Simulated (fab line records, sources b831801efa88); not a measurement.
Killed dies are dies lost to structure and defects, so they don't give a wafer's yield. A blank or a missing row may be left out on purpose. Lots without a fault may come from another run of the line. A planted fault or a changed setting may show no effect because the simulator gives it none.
fab line records | flow sky130
record lots=6 wafers=18 last_day=50
route steps=708 shown VT_ADJUST_LVTN@116 VT_ADJUST_NCORE@119 PAD_OPEN@708
lots that met no fault: from a run of the same line without faults
start_h: hours from the record's first day to the start of the lot's first wafer shown | wait_h: hours since the lot's step before | " the same as in the row above | L1.1+2: a row that stands for several wafers | - no value, or no start given | * or withheld: withheld | < > ~ a bound
route shown NAME@n: a module of which the file shows steps, and the number in the route of the first | usual: mean/standard deviation of fault-free wafers | same: alike in all rows | chamber/n: place in a boat | sites: the reading at each site | _std_site: their standard deviation | _edge_site: outer sites' mean less inner sites' | radius_mm: how far each site lies from the wafer's centre | mask NAME#n: copy n | behind: the tool/chamber that last shaped the wafer | hold: why the lot was held/for how many hours/how that ended | device: the transistor (n, p or np) that didn't switch | end of line: the same wafers' tests at the end of the route | a step without rows: its recipe alone | killed: dies lost to structure and defects at the first sort, not the wafer's yield | map: a wafer's dies, x killed, . not, _ none there
set.NAME: the setting as run; set.NAME@STEP: as run at that earlier step | model.NAME: the simulator's own value behind a step, which no gauge read
lots at some steps of the route; a table a step, a row a wafer
services: from which hour (start_h, from the record's first day; less than 0 if before it) a tool's chamber was out of use, for how many hours, and why
## steps
# step SKY_VT_ADJUST_LVTN_IMPLANT_19
# recipe species=B energy_kev=30 dose_cm2=6.5e+11 tilt_deg=withheld
# step SKY_VT_ADJUST_LVTN_STRIP_20
# recipe chemistry=O2/N2 power_w=1400 pressure_mtorr=1500 platen_temp_c=withheld o2_flow_sccm=3000 n2_flow_sccm=300 overash_fraction=0.5
# usual drypump_motor_current_A=5.7/0.33 oes_product_au=0.716/0.0046 strip_time_to_endpoint_s=14.20/0.042
# columns lot.wafer tool chamber start_h wait_h drypump_motor_current_A oes_product_au rf_hours_counter_h strip_time_to_endpoint_s
L695.1 plasma_asher-01 0 175.99 0.1 5.9 0.721 5 14.24
L695.2 " 1 " " 5.8 0.723 5 14.21
L695.3 " 0 " " 5.9 0.720 - 14.25
L703.1 plasma_asher-04 1 232.01 0.1 5.0 0.718 56 14.13
L703.5 " 1 " " 5.0 0.708 - 14.16
L703.6 " 0 " " 5.8 0.721 - 14.19
L706.2 plasma_asher-04 0 251.78 0.1 5.7 0.708 58 14.10
L706.3 " 0 " " 5.7 0.721 - 14.13
L706.6 " 0 " " 5.7 0.716 - 14.17
L707.1 plasma_asher-01 1 258.69 0.1 5.8 0.714 13 14.19
L707.3 " 0 " " 5.8 0.717 - 14.19
L707.5 " 1 " " 5.8 0.718 - 14.14
L709.2 plasma_asher-03 0 271.83 0.1 6.0 0.713 59 14.18
L709.4 " 0 " " 6.0 0.725 - 14.20
L709.5 " 0 " " 6.0 0.713 - 14.17
L716.1 plasma_asher-04 0 319.64 0.1 5.8 0.713 65 14.19
L716.3 " 1 " " 5.1 0.715 - 14.17
L716.5 " 0 " " 5.7 0.722 - 14.20
# step SKY_VT_ADJUST_LVTN_TW_MEAS_21
# usual VT_ADJUST_LVTN_2_TW=186.8/1.9
# columns lot.wafer tool chamber start_h wait_h VT_ADJUST_LVTN_2_TW
L695.1 film_metro-02 - 176.09 0.1 185.2
L695.2 " - " " 185.1
L695.3 " - " " 184.3
L703.1 film_metro-04 - 232.11 0.1 188.8
L703.5 " - " " 188.5
L703.6 " - " " 188.8
L706.2 film_metro-02 - 251.89 0.1 184.6
L706.3 " - " " 184.3
L706.6 " - " " 184.2
L707.1 film_metro-02 - 258.79 0.1 184.9
L707.3 " - " " 185.1
L707.5 " - " " 184.8
L709.2 film_metro-04 - 271.94 0.1 188.3
L709.4 " - " " 188.9
L709.5 " - " " 188.5
L716.1 film_metro-04 - 319.74 0.1 187.5
L716.3 " - " " 187.6
L716.5 " - " " 187.1
# step SKY_VT_ADJUST_NCORE_DEHYDRATE_00
# recipe temp_c=200 time_s=60
# step SKY_VT_ADJUST_NCORE_HMDS_01
# recipe prime_time_s=60 prime_temp_c=120
# step SKY_VT_ADJUST_NCORE_COAT_02
# recipe resist=NOVOLAK spin_rpm=3000 resist_thk_nm=1140
# step SKY_VT_ADJUST_NCORE_SOFTBAKE_03
# recipe temp_c=90 time_s=60 resist=NOVOLAK
# step SKY_VT_ADJUST_NCORE_EXPOSE_04
# recipe mask_id=LVTN_COMPLEMENT_THIN na=0.6 source_shape=conventional sigma_outer=0.6 polarization=unpolarized target_cd_nm=380 dose_mj=139
# step SKY_VT_ADJUST_NCORE_PEB_05
# recipe temp_c=withheld time_s=* resist=NOVOLAK
# step SKY_VT_ADJUST_NCORE_DEVELOP_06
# recipe resist=NOVOLAK developer=TMAH develop_time_s=60 dev_temp_c=23
# step SKY_VT_ADJUST_NCORE_CD_MEAS_07
# recipe target_cd_nm=380
# usual cd_nm=380.4/2.7
# columns lot.wafer tool chamber start_h wait_h cd_nm
L695.1 cd_sem-02 - 197.35 0.1 379.8
L695.2 " - " " 380.0
L695.3 " - " " 381.5
L703.1 cd_sem-02 - 255.90 0.1 380.9
L703.5 " - " " 382.6
L703.6 " - " " 381.6
L706.2 cd_sem-01 - 276.70 0.2 380.8
L706.3 " - " " 377.2
L706.6 " - " " 381.3
L707.1 cd_sem-02 - 283.90 0.1 381.8
L707.3 " - " " 381.1
L707.5 " - " " 381.4
L709.2 cd_sem-01 - 297.12 0.1 377.8
L709.4 " - " " 376.8
L709.5 " - " " 375.6
L716.1 cd_sem-02 - 346.67 0.1 379.4
L716.3 " - " " 379.7
L716.5 " - " " 378.9
# step SKY_VT_ADJUST_NCORE_OVL_MEAS_08
# usual VT_ADJUST_NCORE_OVL=-0.2/1.3
# columns lot.wafer tool chamber start_h wait_h VT_ADJUST_NCORE_OVL[nm]
L695.1 overlay-02 - 197.47 0.1 -1.2
L695.2 " - " " -0.5
L695.3 " - " " -0.8
L703.1 overlay-02 - 256.02 0.1 -0.7
L703.5 " - " " -1.0
L703.6 " - " " 0.7
L706.2 overlay-02 - 276.80 0.1 0.4
L706.3 " - " " 0.5
L706.6 " - " " -0.7
L707.1 overlay-01 - 284.02 0.1 1.2
L707.3 " - " " 0.6
L707.5 " - " " 0.4
L709.2 overlay-02 - 297.22 0.1 -1.9
L709.4 " - " " -2.0
L709.5 " - " " -0.9
L716.1 overlay-02 - 346.79 0.1 -1.9
L716.3 " - " " -1.1
L716.5 " - " " -2.1
# step SKY_VT_ADJUST_NCORE_IMPLANT_09
# recipe species=B energy_kev=10 dose_cm2=2.4e+12 tilt_deg=withheld
# usual beam_on_s=10.01/0.2 dose_ions_cm2=2.3992e+12/2.5e+09
# columns lot.wafer tool chamber start_h wait_h beam_on_s dose_ions_cm2
L695.1 implanter-01 0 197.50 0.0 9.89 2.3977e+12
L695.2 " 0 " " 9.96 2.4006e+12
L695.3 " 0 " " 10.08 2.3982e+12
L703.1 implanter-01 0 256.05 0.0 9.66 2.3087e+12
L703.5 " 0 " " 9.76 2.311e+12
L703.6 " 0 " " 9.76 2.3133e+12
L706.2 implanter-01 0 276.89 0.1 10.04 2.3149e+12
L706.3 " 0 " " 10.10 2.3073e+12
L706.6 " 0 " " 10.15 2.3082e+12
L707.1 implanter-03 0 284.05 0.0 10.12 2.3981e+12
L707.3 " 0 " " 10.30 2.4007e+12
L707.5 " 0 " " 9.59 2.4002e+12
L709.2 implanter-02 0 297.28 0.0 10.04 2.4002e+12
L709.4 " 0 " " 10.28 2.4038e+12
L709.5 " 0 " " 10.16 2.4013e+12
L716.1 implanter-03 0 346.83 0.0 10.11 2.3971e+12
L716.3 " 0 " " 9.90 2.3972e+12
L716.5 " 0 " " 10.51 2.3996e+12
# step SKY_VT_ADJUST_NCORE_STRIP_10
# recipe chemistry=O2/N2 power_w=1400 pressure_mtorr=1500 platen_temp_c=withheld o2_flow_sccm=3000 n2_flow_sccm=300 overash_fraction=0.5
# usual drypump_motor_current_A=5.8/0.32 oes_product_au=0.716/0.0048 strip_time_to_endpoint_s=14.20/0.038
# columns lot.wafer tool chamber start_h wait_h drypump_motor_current_A oes_product_au rf_hours_counter_h strip_time_to_endpoint_s
L695.1 plasma_asher-03 0 197.65 0.1 6.0 0.713 52 14.21
L695.2 " 1 " " 5.9 0.713 52 14.22
L695.3 " 0 " " 6.0 0.716 - 14.24
L703.1 plasma_asher-04 0 256.20 0.1 5.7 0.714 58 14.13
L703.5 " 0 " " 5.7 0.719 - 14.12
L703.6 " 1 " " 5.0 0.716 - 14.14
L706.2 plasma_asher-02 1 277.01 0.1 5.7 0.714 42 14.15
L706.3 " 0 " " 6.1 0.725 - 14.19
L706.6 " 1 " " 5.7 0.717 - 14.17
L707.1 plasma_asher-04 0 284.20 0.1 5.7 0.707 61 14.18
L707.3 " 1 " " 5.0 0.715 - 14.21
L707.5 " 1 " " 5.0 0.714 - 14.19
L709.2 plasma_asher-02 0 297.40 0.1 6.0 0.714 44 14.20
L709.4 " 1 " " 5.7 0.718 - 14.21
L709.5 " 1 " " 5.7 0.723 - 14.22
L716.1 plasma_asher-04 0 346.98 0.1 5.7 0.715 67 14.18
L716.3 " 1 " " 5.0 0.717 - 14.20
L716.5 " 1 " " 5.0 0.724 - 14.19
# step SKY_PAD_OPEN_PROBE_99
# usual killed_at_M0_to_M3=41/6.2 killed_at_M4_up=3.0/1.7 killed_at_contacts=25/5.8 killed_at_front_end=16/4.5 killed_at_other=0.2/0.42 killed_dies=85/8.4 killed_open=46/5.9 killed_short=39/6.3
# same gross_dies=492 killed_at_back_side=0
# columns lot.wafer tool chamber start_h wait_h killed_at_M0_to_M3 killed_at_M4_up killed_at_contacts killed_at_front_end killed_at_other killed_dies killed_open killed_short model.etest.pfet_g5v0d10v5.vt_sat_v model.etest.pfet_16v.vt_v model.etest.pfet_g5v0d10v5.vt_v model.etest.pfet_g5v0d10v5.vt_long_v model.etest.nfet_g5v0d10v5.vt_sat_v
L695.1 prober-02 - 1090.57 0.1 52 3 15 22 0 92 41 51 -0.5755 -1.069 -0.7762 -0.9078 0.7623
L695.2 prober-02 - 1090.62 0.1 38 4 36 18 1 97 49 48 -0.5963 -1.076 -0.8069 -0.9039 0.7515
L695.3 prober-02 - 1090.67 0.2 44 1 23 19 0 87 58 29 -0.6064 -1.072 -0.8084 -0.9081 0.7582
L703.1 prober-02 - 1142.77 0.1 37 2 24 11 0 74 43 31 -0.694 -1.162 -0.8795 -0.9828 0.7528
L703.5 prober-02 - 1142.97 0.2 54 3 16 11 1 85 50 35 -0.6856 -1.152 -0.872 -0.969 0.7562
L703.6 prober-02 - 1143.02 0.2 46 2 22 17 0 87 42 45 -0.7029 -1.162 -0.8877 -0.9795 0.7452
L706.2 prober-01 - 1159.91 0.1 38 2 20 14 0 74 45 28 -0.6871 -1.143 -0.8719 -0.9648 0.7685
L706.3 prober-01 - 1159.96 0.2 32 5 32 18 1 88 52 35 -0.6861 -1.138 -0.8689 -0.9709 0.7664
L706.6 prober-01 - 1160.11 0.2 51 1 28 14 0 94 48 46 -0.6692 -1.141 -0.8519 -0.9622 0.7613
L707.1 prober-02 - 1161.81 0.1 42 7 18 19 0 86 40 46 -0.622 -1.086 -0.8097 -0.9105 0.786
L707.3 prober-02 - 1161.91 0.2 50 1 17 9 1 78 47 31 -0.6245 -1.096 -0.8166 -0.9194 0.7892
L707.5 prober-02 - 1162.01 0.2 36 2 30 14 0 82 43 39 -0.628 -1.096 -0.8136 -0.9169 0.7707
L709.2 prober-02 - 1172.11 0.1 37 4 31 10 0 82 51 31 -0.6624 -1.13 -0.8409 -0.9479 0.7581
L709.4 prober-02 - 1172.21 0.2 42 2 18 14 0 76 39 37 -0.6718 -1.122 -0.853 -0.9414 0.7681
L709.5 prober-02 - 1172.26 0.2 42 5 22 16 0 85 49 35 -0.6591 -1.126 -0.8353 -0.9489 0.7583
L716.1 prober-01 - 1202.81 0.1 35 0 30 8 0 73 44 29 -0.6627 -1.115 -0.8608 -0.9443 0.763
L716.3 prober-01 - 1202.91 0.2 44 1 34 18 0 97 48 48 -0.5998 -1.099 -0.7996 -0.9345 0.7559
L716.5 prober-01 - 1203.01 0.2 55 1 22 13 0 91 43 48 -0.6455 -1.115 -0.8485 -0.9395 0.7577
# killed by level:class
L695.1 VIA1:geometric_particle:open=12 METAL2:geometric_particle:short=9 FIELD_ISO:geometric_particle:short=8 METAL1:geometric_particle:short=7 LI_CONTACT:geometric_particle:open=6 VIA3:geometric_particle:open=6 VIA2:geometric_particle:open=5 POLY_GATE:geometric_particle:short=4
L695.2 CONTACT:geometric_particle:open=13 VIA1:geometric_particle:open=10 LI_CONTACT:geometric_particle:open=8 METAL2:geometric_particle:short=6 LI_CONTACT:geometric_particle:short=5 METAL1:geometric_particle:short=5 CONTACT:geometric_particle:short=5 FIELD_ISO:geometric_particle:open=4
L695.3 VIA1:geometric_particle:open=14 LI_CONTACT:geometric_particle:open=12 CONTACT:geometric_particle:open=7 VIA3:geometric_particle:open=7 POLY_GATE:geometric_particle:open=6 METAL1:geometric_particle:short=6 POLY_GATE:geometric_particle:short=5 VIA2:geometric_particle:open=5
L703.1 VIA1:geometric_particle:open=9 VIA3:geometric_particle:open=8 LI_CONTACT:geometric_particle:open=7 CONTACT:geometric_particle:open=7 CONTACT:geometric_particle:short=6 METAL1:geometric_particle:short=3 VIA1:geometric_particle:short=3 VIA2:geometric_particle:open=3
L703.5 VIA3:geometric_particle:open=15 VIA1:geometric_particle:open=11 CONTACT:geometric_particle:open=8 VIA2:geometric_particle:open=8 METAL2:geometric_particle:short=5 METAL3:geometric_particle:short=4 POLY_GATE:geometric_particle:short=3 LOCAL_INTERCONNECT:geometric_particle:short=3
L703.6 CONTACT:geometric_particle:open=11 VIA1:geometric_particle:open=9 METAL1:geometric_particle:short=6 VIA2:geometric_particle:open=6 POLY_GATE:geometric_particle:short=5 CONTACT:geometric_particle:short=5 VIA2:geometric_particle:short=5 VIA3:geometric_particle:open=5
L706.2 VIA1:geometric_particle:open=8 LI_CONTACT:geometric_particle:open=7 CONTACT:geometric_particle:open=7 VIA3:geometric_particle:open=6 VIA2:geometric_particle:open=5 FIELD_ISO:geometric_particle:open=4 FIELD_ISO:geometric_particle:short=4 METAL1:geometric_particle:short=4
L706.3 CONTACT:geometric_particle:open=12 LI_CONTACT:geometric_particle:open=9 VIA1:geometric_particle:open=7 VIA3:geometric_particle:open=6 CONTACT:geometric_particle:short=5 METAL1:geometric_particle:short=5 METAL4:geometric_particle:short=5 POLY_GATE:geometric_particle:short=4
L706.6 LI_CONTACT:geometric_particle:open=12 VIA1:geometric_particle:open=10 METAL2:geometric_particle:short=8 METAL3:geometric_particle:short=8 CONTACT:geometric_particle:open=7 METAL1:geometric_particle:short=6 LOCAL_INTERCONNECT:geometric_particle:short=5 VIA1:geometric_particle:short=5
L707.1 VIA1:geometric_particle:short=11 VIA1:geometric_particle:open=9 POLY_GATE:geometric_particle:short=8 CONTACT:geometric_particle:open=8 METAL2:geometric_particle:short=7 LI_CONTACT:geometric_particle:open=5 METAL4:geometric_particle:short=5 VIA3:geometric_particle:open=5
L707.3 VIA1:geometric_particle:open=16 VIA2:geometric_particle:open=7 METAL2:geometric_particle:short=6 LI_CONTACT:geometric_particle:open=6 VIA3:geometric_particle:open=6 CONTACT:geometric_particle:open=5 POLY_GATE:geometric_particle:short=4 METAL1:geometric_particle:short=4
L707.5 VIA1:geometric_particle:open=11 CONTACT:geometric_particle:open=10 LI_CONTACT:geometric_particle:open=6 LI_CONTACT:geometric_particle:short=5 VIA3:geometric_particle:open=5 LOCAL_INTERCONNECT:geometric_particle:short=4 CONTACT:geometric_particle:short=4 METAL2:geometric_particle:short=4
L709.2 CONTACT:geometric_particle:open=13 VIA1:geometric_particle:open=10 LI_CONTACT:geometric_particle:open=7 VIA2:geometric_particle:open=5 VIA1:geometric_particle:short=5 VIA3:geometric_particle:open=5 LOCAL_INTERCONNECT:geometric_particle:short=4 CONTACT:geometric_particle:short=4
L709.4 VIA2:geometric_particle:open=10 CONTACT:geometric_particle:open=7 CONTACT:geometric_particle:short=5 VIA1:geometric_particle:short=5 VIA3:geometric_particle:short=5 VIA3:geometric_particle:open=5 POLY_GATE:geometric_particle:short=4 VIA1:geometric_particle:open=4
L709.5 VIA1:geometric_particle:open=11 CONTACT:geometric_particle:open=7 METAL2:geometric_particle:short=7 LI_CONTACT:geometric_particle:open=6 FIELD_ISO:geometric_particle:open=5 VIA2:geometric_particle:open=5 POLY_GATE:geometric_particle:open=4 CONTACT:geometric_particle:short=4
L716.1 LI_CONTACT:geometric_particle:open=10 VIA1:geometric_particle:open=8 CONTACT:geometric_particle:open=7 VIA3:geometric_particle:open=7 CONTACT:geometric_particle:short=6 VIA2:geometric_particle:open=6 FIELD_ISO:geometric_particle:short=5 METAL1:geometric_particle:short=5
L716.3 CONTACT:geometric_particle:open=13 VIA1:geometric_particle:open=10 LOCAL_INTERCONNECT:geometric_particle:short=10 METAL1:geometric_particle:short=8 LI_CONTACT:geometric_particle:open=7 METAL2:geometric_particle:short=7 FIELD_ISO:geometric_particle:open=6 VIA1:geometric_particle:short=4
L716.5 VIA1:geometric_particle:open=14 LI_CONTACT:geometric_particle:short=7 VIA3:geometric_particle:open=7 METAL1:geometric_particle:short=7 METAL2:geometric_particle:short=7 VIA2:geometric_particle:open=7 POLY_GATE:geometric_particle:short=6 LOCAL_INTERCONNECT:geometric_particle:short=6
## services
# columns tool chamber start_h hours kind
plasma_asher-01 - 163.35 1.4 repair
implanter-02 - 171.90 1.0 repair
plasma_asher-04 - 176.56 2.9 repair
implanter-02 - 179.34 0.9 repair
plasma_asher-04 - 224.98 0.9 repair
plasma_asher-02 - 248.44 1.8 repair
plasma_asher-02 - 248.92 3.6 repair
implanter-02 - 265.85 18.6 repair
implanter-03 - 273.62 3.8 repair
plasma_asher-02 - 292.92 0.7 repair
plasma_asher-03 - 295.31 8.8 repair
implanter-01 - 313.37 5.2 repair
implanter-02 - 314.17 0.5 repair
implanter-02 - 318.46 2.1 repair
plasma_asher-01 - 325.24 2.8 repair
plasma_asher-01 - 341.39 0.8 repair
implanter-02 - 346.43 6.3 repair
## key
first_sign step=SKY_VT_ADJUST_NCORE_IMPLANT_09 reading=dose_ions_cm2 direction=down sigmas=35 usual=* struck=*
effect none on later readings
model_effect step=SKY_PAD_OPEN_PROBE_99 value=etest.pfet_g5v0d10v5.vt_sat_v without=-0.6439 struck=-0.6875
met_at SKY_VT_ADJUST_NCORE_IMPLANT_09
struck_wafers L703.1,L703.5,L703.6,L706.2,L706.3,L706.6
tester_left_out L703,L706
onset_between 197.50 256.05
fault kind=process_parameter_drift tool=implanter-01 chamber=- onset_h=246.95 steps=SKY_VT_ADJUST_NCORE_IMPLANT_09 channel=dose_cm2 offset=* shape=step end_h=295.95 acts_in=* stated=*
# tester_left_out: of these lots the tester's yield and bins aren't shown, on N5 and GAA mostly nor the transistor test; their killed dies are dies lost to structure and defects alone, not to doping, threshold or leakage, so they don't give the yield
